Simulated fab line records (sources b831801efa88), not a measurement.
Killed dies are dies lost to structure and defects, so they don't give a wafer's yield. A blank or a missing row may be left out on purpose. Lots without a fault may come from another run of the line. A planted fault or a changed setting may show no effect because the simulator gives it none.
fab line records | flow gf180mcu
record: lots: 13 | wafers: 39 | lastDay: 34
route steps=602 shown MVSD@73 HV_LDD@210 CONTACT@289
lots that met no fault: from a run of the same line without faults
startH: hours from the record's opening day to when the first of the lot's shown wafers began | waitH: hours since the lot's step before | " repeats the value in the row above | L1.1+2: a row that stands for several wafers | - either no value or no given start | * or withheld: withheld | < > ~ a bound
route shown NAME@n: names a module that has steps shown in the file, with the first one's number in the route | usual: mean/standard deviation taken from wafers without a fault | same: alike in all rows | chamber/n: place in a boat | sites: readings site by site | _std_site: the standard deviation of these | _edge_site: mean of outer sites minus mean of inner sites | radiusMm: how far each site lies from the wafer's centre | mask NAME#n: copy n | behind: the tool/chamber that last shaped the wafer | hold: why the lot was held/for how many hours/how that ended | device: which transistor (n, p or np) failed to switch | end of line: tests run on the same wafers once the route is complete | a step with no rows: only its recipe | killed: at the first sort, the dies lost to defects and structure; wafer yield is something else | map: a wafer's dies, x killed, . not, _ none there
set.NAME: the setting as run; set.NAME@STEP: as run at that earlier step | model.NAME: the simulator's own value behind a step, which no gauge read
the route's steps for a sample of lots (tables are steps, rows are wafers)
services: when a tool's chamber went out of use (startH, in hours from the record's first day, below 0 if earlier), for how many hours, and the reason
== steps ==
step: GF_MVSD_OVL_MEAS_07
usual: MVSD_OVL: 1.0/1.3
lot.wafer | tool       | chamber | startH | waitH | MVSD_OVL[nm]
L916.1    | overlay-02 | -       | 82.99  | -     | 0.1
L916.3    | "          | -       | "      | "     | -1.9
L916.5    | "          | -       | "      | "     | -0.4
L919.1    | overlay-02 | -       | 99.79  | -     | -0.6
L919.3    | "          | -       | "      | "     | 0.3
L919.5    | "          | -       | "      | "     | 0.9
L921.3    | overlay-02 | -       | 111.05 | -     | 3.5
L921.5    | "          | -       | "      | "     | 0.8
L921.6    | "          | -       | "      | "     | 1.9
L922.2    | overlay-02 | -       | 116.74 | -     | 0.2
L922.4    | "          | -       | "      | "     | -1.1
L922.5    | "          | -       | "      | "     | 2.0
L923.1    | overlay-02 | -       | 122.54 | -     | 1.6
L923.2    | "          | -       | "      | "     | 0.9
L923.4    | "          | -       | "      | "     | 0.3
L924.2    | overlay-01 | -       | 130.20 | -     | 1.0
L924.5    | "          | -       | "      | "     | 0.4
L924.6    | "          | -       | "      | "     | 0.5
L926.2    | overlay-02 | -       | 140.33 | -     | 0.9
L926.5    | "          | -       | "      | "     | 3.9
L926.6    | "          | -       | "      | "     | 0.6
L928.1    | overlay-01 | -       | 153.39 | -     | 1.1
L928.2    | "          | -       | "      | "     | 2.3
L928.5    | "          | -       | "      | "     | 1.0
L930.1    | overlay-02 | -       | 163.34 | -     | 2.9
L930.4    | "          | -       | "      | "     | 1.7
L930.5    | "          | -       | "      | "     | 1.7
L931.1    | overlay-01 | -       | 170.67 | -     | 1.2
L931.2    | "          | -       | "      | "     | 2.0
L931.5    | "          | -       | "      | "     | 2.0
L934.1    | overlay-02 | -       | 187.49 | -     | -0.9
L934.2    | "          | -       | "      | "     | -0.7
L934.3    | "          | -       | "      | "     | -1.0
L938.2    | overlay-01 | -       | 208.90 | -     | 0.2
L938.3    | "          | -       | "      | "     | -1.0
L938.4    | "          | -       | "      | "     | 0.0
L939.4    | overlay-02 | -       | 215.34 | -     | 3.0
L939.5    | "          | -       | "      | "     | 2.6
L939.6    | "          | -       | "      | "     | 1.9
step: GF_HV_LDD_IMPLANT_34
recipe: species: P | energyKev: 60 | doseCm2: 7.5e+12 | tiltDeg: 30 | rotationDeg: 90
usual: beamOnS: 9.98/0.21 | doseIonsCm2: 7.499e+12/7.2e+09 | faradayCurrentUA: 42.4/0.88 | rotationDeg: 90.00/0.033
lot.wafer | tool         | chamber | startH | waitH | beamOnS | doseIonsCm2 | faradayCurrentUA | rotationDeg
L916.1    | implanter-01 | 0       | 253.61 | 0.1   | 9.68    | 7.503e+12   | 43.7             | 89.99
L916.3    | "            | 0       | "      | "     | 9.78    | 7.502e+12   | 43.4             | 89.98
L916.5    | "            | 0       | "      | "     | 10.18   | 7.505e+12   | 41.5             | 90.01
L919.1    | implanter-01 | 0       | 273.43 | 0.1   | 10.20   | 7.501e+12   | 41.4             | 90.00
L919.3    | "            | 0       | "      | "     | 10.04   | 7.49e+12    | 41.9             | 90.04
L919.5    | "            | 0       | "      | "     | 9.87    | 7.496e+12   | 42.8             | 90.00
L921.3    | implanter-01 | 0       | 290.21 | 0.1   | 9.84    | 7.491e+12   | 43.1             | 89.97
L921.5    | "            | 0       | "      | "     | 9.83    | 7.513e+12   | 42.9             | 90.03
L921.6    | "            | 0       | "      | "     | 10.02   | 7.497e+12   | 42.4             | 90.05
L922.2    | implanter-01 | 0       | 299.47 | 0.1   | 9.80    | 3.368e+12   | 19.4             | 89.96
L922.4    | "            | 0       | "      | "     | 10.08   | 3.374e+12   | 19.0             | 90.00
L922.5    | "            | 0       | "      | "     | 9.75    | 3.375e+12   | 19.5             | 89.99
L923.1    | implanter-01 | 0       | 305.33 | 0.1   | 10.17   | 3.383e+12   | 18.7             | 90.00
L923.2    | "            | 0       | "      | "     | 9.32    | 3.386e+12   | 20.3             | 90.00
L923.4    | "            | 0       | "      | "     | 9.96    | 3.38e+12    | 19.1             | 89.98
L924.2    | implanter-03 | 0       | 314.84 | 0.1   | 9.80    | 7.487e+12   | 43.3             | 90.02
L924.5    | "            | 0       | "      | "     | 10.16   | 7.49e+12    | 41.4             | 90.06
L924.6    | "            | 0       | "      | "     | 9.89    | 7.5e+12     | 42.8             | 90.02
L926.2    | implanter-01 | 0       | 331.58 | 0.1   | 9.86    | 3.379e+12   | 19.3             | 90.04
L926.5    | "            | 0       | "      | "     | 9.97    | 3.374e+12   | 19.1             | 89.97
L926.6    | "            | 0       | "      | "     | 9.96    | 3.374e+12   | 19.1             | 89.94
L928.1    | implanter-03 | 0       | 350.11 | 0.1   | 9.79    | 7.511e+12   | 43.3             | 89.97
L928.2    | "            | 0       | "      | "     | 9.90    | 7.507e+12   | 42.8             | 90.01
L928.5    | "            | 0       | "      | "     | 9.82    | 7.506e+12   | 43.1             | 90.02
L930.1    | implanter-03 | 0       | 362.79 | 0.1   | 10.15   | 7.498e+12   | 41.6             | 90.01
L930.4    | "            | 0       | "      | "     | 9.91    | 7.503e+12   | 42.8             | 89.99
L930.5    | "            | 0       | "      | "     | 9.91    | 7.504e+12   | 42.7             | 90.01
L931.1    | implanter-02 | 0       | 373.93 | 0.1   | 10.01   | 7.502e+12   | 42.2             | 89.99
L931.2    | "            | 0       | "      | "     | 10.02   | 7.504e+12   | 42.1             | 89.96
L931.5    | "            | 0       | "      | "     | 9.97    | 7.491e+12   | 42.1             | 90.00
L934.1    | implanter-01 | 0       | 392.56 | 0.1   | 9.75    | 7.495e+12   | 43.4             | 90.02
L934.2    | "            | 0       | "      | "     | 10.25   | 7.504e+12   | 41.3             | 90.06
L934.3    | "            | 0       | "      | "     | 9.55    | 7.494e+12   | 44.2             | 90.04
L938.2    | implanter-01 | 0       | 424.03 | 0.1   | 10.18   | 7.491e+12   | 41.7             | 89.91
L938.3    | "            | 0       | "      | "     | 10.13   | 7.507e+12   | 41.4             | 90.02
L938.4    | "            | 0       | "      | "     | 9.96    | 7.506e+12   | 42.4             | 90.02
L939.4    | implanter-01 | 0       | 430.08 | 0.1   | 10.25   | 7.499e+12   | 41.0             | 90.02
L939.5    | "            | 0       | "      | "     | 9.91    | 7.492e+12   | 42.7             | 90.04
L939.6    | "            | 0       | "      | "     | 9.63    | 7.496e+12   | 43.7             | 90.00
step: GF_HV_LDD_TW_MEAS_38
usual: HV_LDD_3_TW: 1435/6.9
lot.wafer | tool         | chamber | startH | waitH | HV_LDD_3_TW
L916.1    | filmMetro-01 | -       | 254.16 | 0.1   | 1443
L916.3    | "            | -       | "      | "     | 1442
L916.5    | "            | -       | "      | "     | 1442
L919.1    | filmMetro-03 | -       | 273.98 | 0.1   | 1446
L919.3    | "            | -       | "      | "     | 1444
L919.5    | "            | -       | "      | "     | 1447
L921.3    | filmMetro-02 | -       | 290.73 | 0.1   | 1419
L921.5    | "            | -       | "      | "     | 1426
L921.6    | "            | -       | "      | "     | 1423
L922.2    | filmMetro-03 | -       | 300.17 | 0.2   | 1374
L922.4    | "            | -       | "      | "     | 1369
L922.5    | "            | -       | "      | "     | 1369
L923.1    | filmMetro-01 | -       | 305.88 | 0.1   | 1365
L923.2    | "            | -       | "      | "     | 1372
L923.4    | "            | -       | "      | "     | 1369
L924.2    | filmMetro-03 | -       | 315.37 | 0.1   | 1429
L924.5    | "            | -       | "      | "     | 1439
L924.6    | "            | -       | "      | "     | 1437
L926.2    | filmMetro-01 | -       | 332.11 | 0.1   | 1371
L926.5    | "            | -       | "      | "     | 1374
L926.6    | "            | -       | "      | "     | 1381
L928.1    | filmMetro-03 | -       | 350.66 | 0.1   | 1444
L928.2    | "            | -       | "      | "     | 1448
L928.5    | "            | -       | "      | "     | 1438
L930.1    | filmMetro-03 | -       | 363.34 | 0.1   | 1431
L930.4    | "            | -       | "      | "     | 1429
L930.5    | "            | -       | "      | "     | 1431
L931.1    | filmMetro-03 | -       | 374.48 | 0.1   | 1432
L931.2    | "            | -       | "      | "     | 1436
L931.5    | "            | -       | "      | "     | 1429
L934.1    | filmMetro-03 | -       | 393.11 | 0.1   | 1441
L934.2    | "            | -       | "      | "     | 1437
L934.3    | "            | -       | "      | "     | 1437
L938.2    | filmMetro-01 | -       | 424.57 | 0.1   | 1437
L938.3    | "            | -       | "      | "     | 1431
L938.4    | "            | -       | "      | "     | 1433
L939.4    | filmMetro-03 | -       | 430.59 | 0.1   | 1432
L939.5    | "            | -       | "      | "     | 1441
L939.6    | "            | -       | "      | "     | 1431
step: GF_HV_LDD_RS_MEAS_53
recipe: thkMeasGauge: four-point-probe
usual: HV_LDD_RS: 418.8/0.92
lot.wafer | tool         | chamber | startH | waitH | HV_LDD_RS[ohm/sq]
L916.1    | filmMetro-02 | -       | 274.09 | 0.1   | 420.2
L916.3    | "            | -       | "      | "     | 420.0
L916.5    | "            | -       | "      | "     | 419.8
L919.1    | filmMetro-03 | -       | 293.51 | 0.1   | 418.3
L919.3    | "            | -       | "      | "     | 418.5
L919.5    | "            | -       | "      | "     | 418.3
L921.3    | filmMetro-01 | -       | 310.70 | 0.1   | 418.7
L921.5    | "            | -       | "      | "     | 419.3
L921.6    | "            | -       | "      | "     | 418.8
L922.2    | filmMetro-01 | -       | 321.08 | 0.1   | 429.3
L922.4    | "            | -       | "      | "     | 429.5
L922.5    | "            | -       | "      | "     | 429.3
L923.1    | filmMetro-03 | -       | 326.83 | 0.1   | 430.7
L923.2    | "            | -       | "      | "     | 428.9
L923.4    | "            | -       | "      | "     | 428.7
L924.2    | filmMetro-03 | -       | 336.81 | 0.1   | 420.3
L924.5    | "            | -       | "      | "     | 419.9
L924.6    | "            | -       | "      | "     | 419.9
L926.2    | filmMetro-03 | -       | 353.33 | 0.1   | 431.8
L926.5    | "            | -       | "      | "     | 431.2
L926.6    | "            | -       | "      | "     | 431.3
L928.1    | filmMetro-03 | -       | 372.96 | 0.1   | 419.0
L928.2    | "            | -       | "      | "     | 417.7
L928.5    | "            | -       | "      | "     | 418.1
L930.1    | filmMetro-01 | -       | 385.71 | 0.1   | 417.2
L930.4    | "            | -       | "      | "     | 416.8
L930.5    | "            | -       | "      | "     | 417.3
L931.1    | filmMetro-03 | -       | 398.18 | 0.1   | 419.1
L931.2    | "            | -       | "      | "     | 418.3
L931.5    | "            | -       | "      | "     | 419.3
L934.1    | filmMetro-01 | -       | 417.26 | 0.1   | 417.9
L934.2    | "            | -       | "      | "     | 417.3
L934.3    | "            | -       | "      | "     | 418.2
L938.2    | filmMetro-01 | -       | 449.49 | 0.1   | 419.3
L938.3    | "            | -       | "      | "     | 418.5
L938.4    | "            | -       | "      | "     | 418.8
L939.4    | filmMetro-02 | -       | 455.45 | 0.1   | 418.7
L939.5    | "            | -       | "      | "     | 418.9
L939.6    | "            | -       | "      | "     | 418.6
step: GF_CONTACT_CVD_02
recipe: material: SiO2 | targetThkNm: 860 | precursor: TEOS | tempC: 400 | timeS: 95.992 | rfW: 600
usual: heaterPowerW: 645/82
lot.wafer | tool     | chamber | startH | waitH | heaterPowerW
L916.1    | pecvd-02 | 0       | 339.16 | 0.1   | 600
L916.3    | "        | 2       | "      | "     | 718
L916.5    | "        | 1       | "      | "     | 661
L919.1    | pecvd-01 | 1       | 360.45 | 0.1   | 554
L919.3    | "        | 2       | "      | "     | 693
L919.5    | "        | 0       | "      | "     | 758
L921.3    | pecvd-02 | 2       | 383.19 | 0.0   | 690
L921.5    | "        | 0       | "      | "     | 623
L921.6    | "        | 2       | "      | "     | 735
L922.2    | pecvd-04 | 1       | 392.90 | 0.0   | 557
L922.4    | "        | 2       | "      | "     | 640
L922.5    | "        | 1       | "      | "     | 444
L923.1    | pecvd-02 | 2       | 398.64 | 0.1   | 705
L923.2    | "        | 0       | "      | "     | 537
L923.4    | "        | 0       | "      | "     | 581
L924.2    | pecvd-02 | 0       | 408.98 | 0.0   | 623
L924.5    | "        | 1       | "      | "     | 691
L924.6    | "        | 2       | "      | "     | 701
L926.2    | pecvd-04 | 0       | 428.15 | 0.0   | 726
L926.5    | "        | 1       | "      | "     | 511
L926.6    | "        | 2       | "      | "     | 701
L928.1    | pecvd-04 | 0       | 448.65 | 0.1   | 661
L928.2    | "        | 1       | "      | "     | 471
L928.5    | "        | 2       | "      | "     | 678
L930.1    | pecvd-04 | 1       | 462.37 | 0.1   | 513
L930.4    | "        | 1       | "      | "     | 555
L930.5    | "        | 2       | "      | "     | 668
L931.1    | pecvd-01 | 1       | 475.91 | 0.1   | 652
L931.2    | "        | 2       | "      | "     | 576
L931.5    | "        | 1       | "      | "     | 530
L934.1    | pecvd-04 | 0       | 494.64 | 0.1   | 753
L934.2    | "        | 2       | "      | "     | 687
L934.3    | "        | 1       | "      | "     | 537
L938.2    | pecvd-01 | 1       | 526.04 | 0.0   | 617
L938.3    | "        | 0       | "      | "     | 666
L938.4    | "        | 1       | "      | "     | 639
L939.4    | pecvd-01 | 1       | 530.79 | 0.1   | 645
L939.5    | "        | 2       | "      | "     | 648
L939.6    | "        | 0       | "      | "     | 597
step: GF_CONTACT_SPUTTER_22
recipe: material: Ti | targetThkNm: 15 | chamberPressurePa: 5 | powerW: 2500 | substrateTempC: 200 | timeS: 80.02
usual: throttleValvePct: 29.8/1.2
lot.wafer | tool          | chamber | startH | waitH | throttleValvePct
L916.1    | pvdSputter-01 | -       | 361.95 | 0.0   | 30.6
L916.3    | "             | -       | "      | "     | 31.3
L916.5    | "             | -       | "      | "     | 31.3
L919.1    | pvdSputter-02 | -       | 383.62 | 0.0   | 30.1
L919.3    | "             | -       | "      | "     | 30.7
L919.5    | "             | -       | "      | "     | 30.3
L921.3    | pvdSputter-02 | -       | 407.90 | 0.0   | 30.6
L921.5    | "             | -       | "      | "     | 29.8
L921.6    | "             | -       | "      | "     | 30.5
L922.2    | pvdSputter-01 | -       | 417.87 | 0.0   | 30.7
L922.4    | "             | -       | "      | "     | 31.1
L922.5    | "             | -       | "      | "     | 30.6
L923.1    | pvdSputter-02 | -       | 423.50 | 0.0   | 30.7
L923.2    | "             | -       | "      | "     | 29.9
L923.4    | "             | -       | "      | "     | 29.4
L924.2    | pvdSputter-01 | -       | 433.50 | 0.0   | 31.2
L924.5    | "             | -       | "      | "     | 31.3
L924.6    | "             | -       | "      | "     | 30.9
L926.2    | pvdSputter-02 | -       | 453.87 | 0.0   | 30.3
L926.5    | "             | -       | "      | "     | 30.0
L926.6    | "             | -       | "      | "     | 30.8
L928.1    | pvdSputter-01 | -       | 474.30 | 0.0   | 28.6
L928.2    | "             | -       | "      | "     | 30.6
L928.5    | "             | -       | "      | "     | 27.6
L930.1    | pvdSputter-02 | -       | 487.57 | 0.0   | 29.8
L930.4    | "             | -       | "      | "     | 30.4
L930.5    | "             | -       | "      | "     | 30.0
L931.1    | pvdSputter-04 | -       | 500.50 | 0.0   | 29.6
L931.2    | "             | -       | "      | "     | 30.6
L931.5    | "             | -       | "      | "     | 29.7
L934.1    | pvdSputter-02 | -       | 519.14 | 0.0   | 30.3
L934.2    | "             | -       | "      | "     | 30.2
L934.3    | "             | -       | "      | "     | 30.8
L938.2    | pvdSputter-02 | -       | 549.80 | 0.0   | 29.4
L938.3    | "             | -       | "      | "     | 30.6
L938.4    | "             | -       | "      | "     | 30.4
L939.4    | pvdSputter-02 | -       | 554.56 | 0.0   | 30.1
L939.5    | "             | -       | "      | "     | 30.3
L939.6    | "             | -       | "      | "     | 30.0
== services ==
tool          | chamber | startH | hours | kind
implanter-02  | -       | 232.30 | 3.4   | repair
implanter-02  | -       | 251.22 | 6.6   | repair
implanter-02  | -       | 274.72 | 1.5   | repair
implanter-02  | -       | 278.55 | 4.1   | pm
pvdSputter-02 | 1       | 302.89 | -     | consumableReplace:kit
pvdSputter-02 | 1       | 302.89 | 18.0  | scheduledDown
pvdSputter-01 | -       | 314.78 | 1.2   | repair
pvdSputter-02 | -       | 328.95 | 5.5   | repair
pecvd-04      | -       | 341.89 | 2.8   | pm
implanter-03  | -       | 344.11 | 2.1   | repair
implanter-02  | -       | 361.64 | 1.4   | repair
pecvd-04      | 2       | 368.80 | 4.4   | repair
pecvd-02      | -       | 368.88 | 14.0  | pm
pecvd-01      | -       | 375.17 | 0.4   | repair
pvdSputter-02 | -       | 401.15 | 5.3   | repair
pvdSputter-01 | -       | 414.34 | 1.9   | repair
implanter-02  | -       | 435.73 | 22.9  | repair
implanter-03  | -       | 464.30 | 5.6   | repair
implanter-03  | -       | 469.88 | 5.1   | pm
implanter-03  | -       | 477.26 | 1.8   | repair
implanter-01  | -       | 506.24 | 2.7   | pm
implanter-03  | -       | 509.64 | 4.2   | repair
pvdSputter-02 | -       | 532.31 | 4.7   | repair
implanter-02  | -       | 539.60 | 1.3   | repair
== key ==
firstSign: step: GF_HV_LDD_IMPLANT_34 | reading: doseIonsCm2 | direction: down | sigmas: 99+ | usual: 7.499e+12 | struck: 3.377e+12
effect: step: GF_HV_LDD_IMPLANT_34 | reading: faradayCurrentUA | direction: down | sigmas: 26 | usual: 42.4 | struck: 19.3
effect: step: GF_HV_LDD_TW_MEAS_38 | reading: HV_LDD_3_TW | direction: down | sigmas: 9.3 | usual: 1435 | struck: 1372
effect: step: GF_HV_LDD_RS_MEAS_53 | reading: HV_LDD_RS | direction: up | sigmas: 12 | usual: 418.8 | struck: 430.1
metAt GF_HV_LDD_IMPLANT_34
struckLots L922,L923,L926
testerLeftOut L922,L923,L926
notActingAt GF_MVSD_OVL_MEAS_07,GF_CONTACT_CVD_02,GF_CONTACT_SPUTTER_22
onsetBetween 290.21 299.47
fault: kind: processParameterDrift | tool: implanter-01 | chamber: - | onsetH: 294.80 | steps: GF_HV_LDD_IMPLANT_34 | channel: doseCm2 | offset: -4.1255e+12 | shape: step | endH: 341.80 | actsIn: theseRecipesOnly | stated: 7.5e+12
testerLeftOut: of these lots the tester's yield and bins aren't shown, on N5 and GAA mostly nor the transistor test; their killed dies are dies lost to structure and defects alone, not to doping, threshold or leakage, so they don't give the yield
